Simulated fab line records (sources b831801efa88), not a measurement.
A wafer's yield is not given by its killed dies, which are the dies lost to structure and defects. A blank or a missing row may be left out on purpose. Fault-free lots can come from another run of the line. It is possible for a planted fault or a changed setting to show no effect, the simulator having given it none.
Which tool was responsible? ; flow sky130 ; 12 lots with 36 wafers sampled at 3 steps, on a route of 708 steps

WHAT THE GAUGES READ, wafer by wafer
SKY_GATE_OXIDE_TW_MEAS_14.
lot;measured;on;GATE_OXIDE_TW
L999;day 13 22:02;film metro-03;222.4 223.7 224.9
L105;day 16 11:34;film metro-03;215.2 214.3 214.5
L107;day 16 23:57;film metro-03;214.1 214.1 214.2
L108;day 17 07:50;film metro-01;217.3 217.5 218.4
L111;day 18 09:29;film metro-02;223.5 225.6 224.4
L115;day 19 21:44;film metro-02;224.4 224.8 225.4
L116;day 20 04:17;film metro-03;224.4 224.6 223.8
L117;day 20 15:35;film metro-02;224.0 223.7 224.3
L118;day 20 23:58;film metro-02;225.1 225.1 224.3
L119;day 21 03:02;film metro-03;222.4 222.2 220.4
L120;day 21 17:16;film metro-03;221.3 221.2 220.8
L121;day 21 21:16;film metro-02;223.7 225.1 225.4

SKY_VIA1_BOW_MEAS_03.
lot;measured;on;VIA1_BOW (um)
L999;day 33 00:11;film metro-01;83 81 78
L105;day 35 08:38;film metro-01;74 87 72
L107;day 35 18:47;film metro-04;82 83 84
L108;day 36 05:12;film metro-01;71 82 84
L111;day 36 22:56;film metro-04;83 68 71
L115;day 38 09:14;film metro-01;88 81 89
L116;day 38 11:18;film metro-01;80 80 70
L117;day 38 22:19;film metro-01;89 85 95
L118;day 39 06:09;film metro-04;71 73 81
L119;day 39 08:28;film metro-01;70 76 73
L120;day 39 16:00;film metro-03;80 89 79
L121;day 39 21:46;film metro-03;94 71 77

WHAT TOOL EACH LOT RAN ON (gives the tool, then ch and the chambers of the sampled wafers, and finally the start)
lot;SKY_GATE_OXIDE_IMPLANT_11
L999;implanter-03 ch 0, day 13 21:41
L105;implanter-02 ch 0, day 16 11:13
L107;implanter-02 ch 0, day 16 23:39
L108;implanter-02 ch 0, day 17 07:29
L111;implanter-04 ch 0, day 18 09:08
L115;implanter-03 ch 0, day 19 21:25
L116;implanter-02 ch 0, day 20 03:56
L117;implanter-04 ch 0, day 20 15:14
L118;implanter-03 ch 0, day 20 23:37
L119;implanter-03 ch 0, day 21 02:43
L120;implanter-04 ch 0, day 21 16:56
L121;implanter-02 ch 0, day 21 20:55
- SKY_GATE_OXIDE_IMPLANT_11

WHAT THE TOOLS THEMSELVES READ (means of the sampled wafers that have a number; where no wafer has one, the mark that the record gives instead)
SKY_GATE_OXIDE_IMPLANT_11.
lot;tool;beam energy keV;dose ions cm2;end station pressure torr (Torr)
L999;implanter-03;9.9997;2.604e+12;5.06e-06
L105;implanter-02;8.4633;2.598e+12;5.20e-06
L107;implanter-02;8.4680;2.601e+12;5.11e-06
L108;implanter-02;8.4664;2.597e+12;4.98e-06
L111;implanter-04;10.0010;2.602e+12;5.10e-06
L115;implanter-03;9.9987;2.597e+12;5.16e-06
L116;implanter-02;10.0043;2.602e+12;5.00e-06
L117;implanter-04;10.0010;2.598e+12;5.03e-06
L118;implanter-03;9.9973;2.599e+12;4.83e-06
L119;implanter-03;10.0003;2.600e+12;5.00e-06
L120;implanter-04;9.9997;2.603e+12;5.21e-06
L121;implanter-02;10.0020;2.604e+12;4.94e-06

THE ANSWER, worked out from the rows above alone
Rule: the lots themselves supply what counts as usual. The widest of any qualifying gaps counts: lots, ordered by their means at a reading, are off when they make up no more than a third of the lots, leave a main group of 4 or more, and stand apart from it by 3 or more times the standard deviation of that group's means. A main group whose means are all the same, to the digits that the tables above print for the reading, isn't used. Also off: a lot with no number at a reading for which 4 or more lots have one. The other lots that the step has rows for count as sound. First the gauges in route order, then the tools' own readings, where a lot's mean is used as printed above. At the first step where some lot is off, the reading lying furthest off is the one used; lots without a number count as furthest.
Off at SKY_GATE_OXIDE_IMPLANT_11 (beam energy keV): L105, L107, L108. Main group: mean 10.0004, sd 0.0019.
A tool fits if, at that step or a process step before it, it ran every lot that is off, and no sound lot after the first of them. None of those tried fits.

WHAT HAD BEEN PUT IN BY THE SIMULATOR
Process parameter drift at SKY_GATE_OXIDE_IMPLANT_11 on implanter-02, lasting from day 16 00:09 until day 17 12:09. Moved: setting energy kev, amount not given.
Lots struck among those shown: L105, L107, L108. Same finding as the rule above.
